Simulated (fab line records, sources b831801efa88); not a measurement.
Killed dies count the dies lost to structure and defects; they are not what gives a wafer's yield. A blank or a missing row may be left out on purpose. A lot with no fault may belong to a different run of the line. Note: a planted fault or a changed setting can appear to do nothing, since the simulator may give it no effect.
Chamber matching :: flow gf180mcu :: 4 sister chambers for GF_V5_CMP_04 on cmp-02
The step polishes SiO2. 4 wafers are shown with their chamber, then 9 later ones without.

WAFERS WITH THEIR CHAMBER
wafer: L254.5
chamber: 3
motorCurrentA (A): 12.3

wafer: L262.2
chamber: 0
motorCurrentA (A): 11.1

wafer: L262.5
chamber: 2
motorCurrentA (A): 12.1

wafer: L262.6
chamber: 1
motorCurrentA (A): 13.6

WAFERS WITHOUT THEIR CHAMBER
wafer: L266.1
motorCurrentA (A): 13.9

wafer: L266.2
motorCurrentA (A): 12.1

wafer: L266.3
motorCurrentA (A): 11.3

wafer: L268.2
motorCurrentA (A): 11.1

wafer: L268.4
motorCurrentA (A): 12.5

wafer: L268.6
motorCurrentA (A): 14.5

wafer: L269.2
motorCurrentA (A): 12.0

wafer: L269.5
motorCurrentA (A): 13.6

wafer: L269.6
motorCurrentA (A): 11.8

THE CHAMBER EACH PASSED THROUGH
wafer: L266.1
from the rows above: 1
in truth: 1

wafer: L266.2
from the rows above: can't be placed: 2 or 3
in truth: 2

wafer: L266.3
from the rows above: can't be placed: 0 or 2
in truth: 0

wafer: L268.2
from the rows above: 0
in truth: 0

wafer: L268.4
from the rows above: can't be placed: 3 or 2
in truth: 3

wafer: L268.6
from the rows above: 1
in truth: 1

wafer: L269.2
from the rows above: can't be placed: 2 or 3
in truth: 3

wafer: L269.5
from the rows above: 1
in truth: 1

wafer: L269.6
from the rows above: can't be placed: 2 or 3 or 0
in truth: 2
Placed correctly: 4 of 9. Cannot be placed on the basis of these rows: 5; the candidates contain the true chamber in 5. 0 placed wrongly.
How it was worked out, from the rows above alone: a wafer's distance from a chamber is the root of the sum, over the readings, of the square of ((its reading less the chamber's mean) divided by the reading's scatter). If the next closest chamber is less than 2 further off than the closest, the wafer can't be placed; otherwise it belongs to the closest. A chamber's mean is the mean of its shown wafers. The scatter: root of mean squared gap, hidden wafer to nearest shown wafer, with one shown wafer a chamber.
